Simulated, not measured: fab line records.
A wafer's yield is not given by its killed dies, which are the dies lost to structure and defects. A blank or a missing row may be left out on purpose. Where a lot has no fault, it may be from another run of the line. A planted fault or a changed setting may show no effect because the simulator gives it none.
The tool behind it: which one? ; flow sky130 ; 12 lots, 36 wafers sampled, at 1 step of a route of 708

== WHAT THE GAUGES READ, wafer by wafer ==
SKY_VIA2_CD_MEAS_12 targets a cd of 200 nm.
lot;measured;on;cd nm (nm)
L075;day 37 09:10;cd sem-01;200.2 200.1 201.0
L076;day 37 11:32;cd sem-02;197.3 198.7 198.1
L079;day 39 06:43;cd sem-02;203.0 203.1 202.0
L081;day 39 08:19;cd sem-02;199.6 201.1 200.0
L084;day 39 16:02;cd sem-01;199.8 198.8 199.5
L085;day 39 19:49;cd sem-01;198.7 198.5 197.7
L087;day 40 06:20;cd sem-01;196.9 197.7 195.8
L089;day 40 18:35;cd sem-02;200.1 197.9 199.5
L091;day 41 13:16;cd sem-02;200.8 199.6 199.8
L093;day 42 07:40;cd sem-02;197.8 198.0 197.6
L095;day 42 19:37;cd sem-02;199.6 200.7 199.8
L097;day 43 05:02;cd sem-01;199.2 199.3 198.3

== WHICH TOOL RAN EACH LOT (tool, then ch and the chambers of the sampled wafers, then the start) ==
No process step before these readings appears in the record.

== THE ANSWER, worked out from the rows above alone ==
Rule: the usual values come from the lots themselves. The widest of any qualifying gaps counts: lots, ordered by their means at a reading, are off when they make up no more than a third of the lots, leave a main group of 4 or more, and stand apart from it by 3 or more times the standard deviation of that group's means. If all means in a main group match to the digits the tables above print for the reading, that group is not used. Also off: a lot with no number at a reading for which 4 or more lots have one. The other lots that the step has rows for count as sound.
No lot is off at any reading shown: from this, nothing can be told.

== WHAT THE SIMULATOR PUT IN ==
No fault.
